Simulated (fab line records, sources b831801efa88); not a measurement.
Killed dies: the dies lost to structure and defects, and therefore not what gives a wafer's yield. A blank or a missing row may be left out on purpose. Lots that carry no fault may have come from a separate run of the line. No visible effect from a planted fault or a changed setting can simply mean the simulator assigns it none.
Which tool is to blame? -- flow sky130 -- 6 lots, 18 wafers sampled, at 2 steps of a route of 708

## WHAT THE GAUGES READ, wafer by wafer
SKY_VT_ADJUST_PCH_TW_MEAS_10.
lot,measured,on,VT_ADJUST_PCH_TW
L495,day 11 09:20,film metro-03,143.3 142.8 142.9
L497,day 11 17:15,film metro-03,143.8 144.2 143.0
L501,day 13 02:01,film metro-01,143.8 144.3 145.9
L504,day 13 19:55,film metro-04,140.5 140.9 141.5
L507,day 15 00:34,film metro-04,128.3 129.1 128.7
L509,day 15 23:15,film metro-04,128.9 128.9 128.6

## EACH LOT AND THE TOOL THAT RAN IT (in order: tool; ch and the chambers of the sampled wafers; start)
lot,SKY_VT_ADJUST_PCH_IMPLANT_08
L495,"implanter-01 ch 0, day 11 09:05"
L497,"implanter-04 ch 0, day 11 17:00"
L501,"implanter-02 ch 0, day 13 01:46"
L504,"implanter-02 ch 0, day 13 19:42"
L507,"implanter-02 ch 0, day 15 00:19"
L509,"implanter-02 ch 0, day 15 23:00"
- SKY_VT_ADJUST_PCH_IMPLANT_08

## THE ANSWER, worked out from the rows above alone
Rule: the lots themselves supply what counts as usual. Put in order of their means at a reading, lots are off if they are a third of the lots or fewer, leave a main group of 4 or more, and stand apart from it by a gap of 3 or more times the standard deviation of the main group's means; of several such gaps the widest counts. Not used: any main group whose means are identical at the precision the tables above print for the reading. A lot without any number at a reading at which 4 lots or more have one is off too. The other lots that the step has rows for count as sound.
Off: L507, L509, seen at SKY_VT_ADJUST_PCH_TW_MEAS_10 (VT_ADJUST_PCH_TW). Main group: mean 143.1, sd 1.4.
A tool fits if, at a process step before that reading, it ran every lot that is off, and no sound lot after the first of them. Gauges at SKY_VT_ADJUST_PCH_TW_MEAS_10: tried the same way as those tools. Undecided on this evidence; 2 tools fit (implanter-02 at SKY_VT_ADJUST_PCH_IMPLANT_08, film metro-04 at SKY_VT_ADJUST_PCH_TW_MEAS_10).

## WHAT WAS PUT IN BY THE SIMULATOR
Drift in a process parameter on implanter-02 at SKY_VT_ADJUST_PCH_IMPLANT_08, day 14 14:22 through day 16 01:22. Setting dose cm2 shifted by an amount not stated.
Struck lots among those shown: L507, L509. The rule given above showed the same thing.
